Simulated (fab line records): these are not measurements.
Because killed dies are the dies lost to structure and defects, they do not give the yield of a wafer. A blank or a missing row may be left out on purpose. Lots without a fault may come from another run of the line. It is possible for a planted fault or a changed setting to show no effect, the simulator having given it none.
Which tool did it? -- flow gf180mcu -- 6 lots, 18 wafers sampled, at 1 step of a route of 602

## WHAT THE GAUGES READ, wafer by wafer
GF_M2_THK_MEAS_06: measures by xrf.
lot,measured,on,M2_ALCU_THK (nm)
L461,day 19 04:03,filmMetro-02,451 461 445
L467,day 21 06:54,filmMetro-03,455 459 461
L472,day 23 05:35,filmMetro-03,471 467 462
L476,day 24 22:55,filmMetro-03,460 453 450
L478,day 25 06:48,filmMetro-02,455 463 461
L481,day 25 23:13,filmMetro-04,460 466 458

## EACH LOT AND THE TOOL THAT RAN IT (in order: tool; ch and the chambers of the sampled wafers; start)
The record holds no process step before these readings.

## THE ANSWER, worked out from the rows above alone
Rule: what is usual is taken from the lots themselves. The widest of any qualifying gaps counts: lots, ordered by their means at a reading, are off when they make up no more than a third of the lots, leave a main group of 4 or more, and stand apart from it by 3 or more times the standard deviation of that group's means. A main group whose means are all the same, to the digits that the tables above print for the reading, isn't used. A lot without any number at a reading at which 4 lots or more have one is off too. All remaining lots with rows at the step are treated as sound.
No lot is off on any of the readings shown, so nothing can be concluded from this.

## WHAT THE SIMULATOR HAD PUT IN
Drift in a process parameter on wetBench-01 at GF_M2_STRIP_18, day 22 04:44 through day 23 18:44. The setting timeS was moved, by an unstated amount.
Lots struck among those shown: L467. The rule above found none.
